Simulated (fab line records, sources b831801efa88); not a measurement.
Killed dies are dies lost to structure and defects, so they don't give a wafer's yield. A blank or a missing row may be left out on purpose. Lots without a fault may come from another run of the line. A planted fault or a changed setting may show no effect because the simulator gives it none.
Which tool did it? | flow gf180mcu | 14 lots, 42 wafers sampled, at 2 steps of a route of 602

WHAT THE GAUGES READ, wafer by wafer
GF_NWELL_TW_MEAS_11. Usual: NWELL_TW 1581, standard deviation 13.
lot  | measured    | on            | NWELL_TW       | flag
L228 | day 3 19:23 | film_metro-03 | 1550 1546 1564 |
L231 | day 4 09:48 | film_metro-03 | 1567 1574 1571 |
L232 | day 4 14:24 | film_metro-03 | 1566 1564 1571 |
L234 | day 5 05:56 | film_metro-01 | 1569 1584 1567 |
L235 | day 5 06:42 | film_metro-03 | 1576 1576 1574 |
L236 | day 5 10:37 | film_metro-04 | 1605 1599 1597 |
L240 | day 6 07:16 | film_metro-01 | 1589 1599 1592 |
L242 | day 6 19:05 | film_metro-04 | 1589 1597 1601 |
L243 | day 7 01:12 | film_metro-04 | 1591 1595 1588 |
L244 | day 7 04:51 | film_metro-03 | 1567 1573 1573 |
L245 | day 7 12:04 | film_metro-03 | 1572 1577 1571 |
L247 | day 8 00:11 | film_metro-04 | 1588 1590 1591 |
L248 | day 8 04:37 | film_metro-01 | 1588 1590 1586 |
L250 | day 8 18:29 | film_metro-03 | 1566 1568 1570 |

GF_VT_IMPLANT_OVL_MEAS_07. Usual: VT_IMPLANT_OVL -0.2 nm, standard deviation 1.3.
lot  | measured     | on         | VT_IMPLANT_OVL (nm) | flag
L228 | day 6 05:29  | overlay-02 | -1.6 0.7 -1.0       |
L231 | day 6 22:40  | overlay-01 | -0.1 -0.5 -0.7      |
L232 | day 7 02:23  | overlay-01 | 0.2 2.6 0.5         |
L234 | day 7 21:34  | overlay-02 | 0.0 0.4 -0.8        |
L235 | day 7 21:46  | overlay-01 | -0.1 1.9 0.6        |
L236 | day 8 00:26  | overlay-02 | 2.1 0.5 2.2         |
L240 | day 9 01:36  | overlay-01 | 0.2 0.1 0.9         |
L242 | day 9 11:44  | overlay-02 | 0.2 0.5 0.3         |
L243 | day 9 21:22  | overlay-01 | -0.2 -2.4 0.4       |
L244 | day 10 01:22 | overlay-01 | -0.3 -1.0 -0.8      |
L245 | day 10 09:15 | overlay-02 | -1.2 -1.2 -0.6      |
L247 | day 10 23:37 | overlay-02 | 1.0 0.7 0.1         |
L248 | day 11 04:34 | overlay-02 | -1.4 -3.5 -1.5      |
L250 | day 11 20:07 | overlay-01 | -0.7 -2.0 -0.8      |

WHICH TOOL RAN EACH LOT (tool, then ch and the chambers of the sampled wafers, then the start)
The record holds no process step before these readings.

WHAT THE TOOLS THEMSELVES READ (means of the sampled wafers that have a number; where no wafer has one, the mark that the record gives instead)
The record holds no such reading with a usual standard deviation.

THE ANSWER, worked out from the rows above alone
Rule: a lot is off if the mean of its wafers that have a number lies more than 3 standard deviations from the usual mean. A lot without any number at a reading at which 4 lots or more have one is off too. The other lots that the step has rows for count as sound. The gauges are gone through in route order, then the tools' own readings, and for those a lot's mean is taken as printed above. The first step at which some lot is off is used, and at that step the reading that is off furthest; a lot without a number counts as furthest.
No lot is off at any reading shown: from this, nothing can be told.

WHAT THE SIMULATOR HAD PUT IN
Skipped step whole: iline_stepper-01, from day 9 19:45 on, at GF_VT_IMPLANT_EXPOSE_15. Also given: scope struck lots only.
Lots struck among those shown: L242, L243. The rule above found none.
